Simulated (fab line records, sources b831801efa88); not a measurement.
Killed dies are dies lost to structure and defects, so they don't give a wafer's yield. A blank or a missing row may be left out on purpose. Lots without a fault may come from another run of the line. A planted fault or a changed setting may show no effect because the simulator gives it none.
Chamber matching | flow gf180mcu | GF_CONTACT_CMP_04 on cmp-01: 4 sister chambers
The step polishes SiO2. 8 wafers are shown with their chamber, then 7 later ones without.

WAFERS WITH THEIR CHAMBER
wafer  | chamber | motor_current_A (A) | time_to_endpoint_s (s)
L799.1 | 1       | 11.6                | 107
L799.3 | 0       | 10.6                | 107
L800.3 | 3       | 10.8                | 113
L801.1 | 1       | 12.2                | 112
L801.4 | 2       | 11.0                | 113
L801.6 | 3       | 10.6                | 113
L804.2 | 0       | 10.9                | 106
L804.3 | 2       | 10.4                | 106

WAFERS WITHOUT THEIR CHAMBER
wafer  | motor_current_A (A) | time_to_endpoint_s (s)
L804.6 | 11.4                | 114
L806.2 | 10.8                | 111
L806.5 | 11.8                | 118
L806.6 | 10.2                | 115
L808.4 | 10.7                | 119
L808.5 | 12.1                | 126
L808.6 | 11.5                | 125

WHICH CHAMBER EACH WENT THROUGH
wafer  | from the rows above               | in truth
L804.6 | can't be placed: 1 or 3 or 2 or 0 | 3
L806.2 | can't be placed: 2 or 3 or 0      | 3
L806.5 | can't be placed: 1 or 3 or 2      | 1
L806.6 | can't be placed: 3 or 2 or 0      | 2
L808.4 | can't be placed: 3 or 2           | 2
L808.5 | can't be placed: 1 or 3 or 2      | 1
L808.6 | can't be placed: 3 or 1 or 2 or 0 | 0
Placed correctly: 0 of 7. Can't be placed from these rows: 7 (the true chamber is among the candidates in 7). Placed wrongly: 0.
How it was worked out, from the rows above alone: a wafer's distance from a chamber is the root of the sum, over the readings, of the square of ((its reading less the chamber's mean) divided by the reading's scatter). The wafer belongs to the nearest chamber; if the next one is less than 2 further off, it can't be placed. A chamber's mean is the mean of its shown wafers. The scatter: the root of (the sum of the squares of (reading less its chamber's mean) over the shown wafers, divided by (wafers less chambers)).
